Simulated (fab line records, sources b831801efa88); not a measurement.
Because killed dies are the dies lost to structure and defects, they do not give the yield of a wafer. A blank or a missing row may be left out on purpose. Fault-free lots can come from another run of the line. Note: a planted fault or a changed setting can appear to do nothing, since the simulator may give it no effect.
2 desks, one fault / flow gf180mcu / every desk sees just its own numbers, and what lay behind them comes last

== TOOL OWNER'S DESK, furnace-01 ==
The tool's own readings at GF_DUAL_GATE_OXIDATION_15 (stabilise 600 s, purge 300 s, target thk 7.098 nm): means of the sampled wafers that have a number, for each lot that ran on this tool. A lot is out of limits, marked OUT, if its mean lies more than 4 standard deviations from the usual mean; the brackets give that distance. Of its 8 readings 7 are shown: the one that was out of limits first, and those that lie furthest out on some lot.
Columns: A = spike tc bottom C at GF_DUAL_GATE_OXIDATION_15, usual 866.3 C; B = spike tc centre C at GF_DUAL_GATE_OXIDATION_15, usual 851.4 C; C = spike tc lower C at GF_DUAL_GATE_OXIDATION_15, usual 849.7 C; D = spike tc top C at GF_DUAL_GATE_OXIDATION_15, usual 863.2 C; E = spike tc upper C at GF_DUAL_GATE_OXIDATION_15, usual 849.1 C; F = tube center temp C at GF_DUAL_GATE_OXIDATION_15, usual 850.01 C; G = tube_center_temp_C_max at GF_DUAL_GATE_OXIDATION_15, usual 852.3
lot=L162; first seen here=day 10 18:40; A=886.0 (+20) OUT; B=871.9 (+20) OUT; C=868.4 (+17) OUT; D=882.6 (+19) OUT; E=868.6 (+14) OUT; F=870.25 (+99 or more) OUT; G=872.2 (+51) OUT
lot=L163; first seen here=day 11 07:22; A=885.3 (+19) OUT; B=871.6 (+20) OUT; C=868.8 (+17) OUT; D=883.5 (+20) OUT; E=868.6 (+14) OUT; F=870.20 (+99 or more) OUT; G=872.3 (+51) OUT
lot=L164; first seen here=day 11 08:55; A=886.0 (+20) OUT; B=871.4 (+20) OUT; C=869.4 (+18) OUT; D=883.6 (+20) OUT; E=868.1 (+14) OUT; F=870.17 (+99 or more) OUT; G=872.5 (+52) OUT
lot=L173; first seen here=day 13 23:38; A=865.4; B=850.9; C=849.9; D=863.4; E=848.7; F=850.03; G=852.3
Finding of this desk: L162, L163, L164 out of limits; the first was L162 at day 10 18:40, on spike tc bottom C at GF_DUAL_GATE_OXIDATION_15. L173: within limits.

== AT THE METROLOGY DESK ==
What the gauges read for every lot (on any tool): the sampled wafers with a number, averaged. A lot is out of limits, marked OUT, if its mean lies more than 4 standard deviations from the usual mean; the brackets give that distance.
Columns: A = DUAL_GATE_OXIDATION_00_THK at GF_DUAL_GATE_THK_MEAS_03, usual 10.85 nm; B = DUAL_GATE_OVL at GF_DUAL_GATE_OVL_MEAS_11, usual -1.0 nm
lot=L155; first seen here=day 8 04:22; A=11.00; B=-2.6
lot=L162; first seen here=day 10 00:11; A=10.73; B=-1.0
lot=L163; first seen here=day 10 12:03; A=10.97; B=-1.5
lot=L164; first seen here=day 10 13:22; A=10.71; B=-0.8
lot=L173; first seen here=day 13 01:54; A=10.74; B=-0.7
lot=L175; first seen here=day 13 15:01; A=10.97; B=0.2
lot=L176; first seen here=day 13 21:58; A=10.99; B=-0.4
This desk's finding: nothing out of limits on any of the 7 lots.

== TAKEN TOGETHER ==
The tool owner's desk had the chance to raise an alarm at day 10 18:40 on L162, L163, L164.
From the metrology desk's view, nothing was out of limits.
The metrology desk holds a record of L162, L163, L164, inside its limits.
The lots listed all ran GF_DUAL_GATE_OXIDATION_15 on furnace-01.

== WHAT THE SIMULATOR HAD PUT IN ==
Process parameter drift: furnace-01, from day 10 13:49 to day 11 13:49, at GF_DUAL_GATE_OXIDATION_15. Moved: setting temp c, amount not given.
Lots struck among those shown: L162, L163, L164.
How many hours passed from the start of the fault until each desk's first out-of-limits reading: the tool owner's desk, 5.
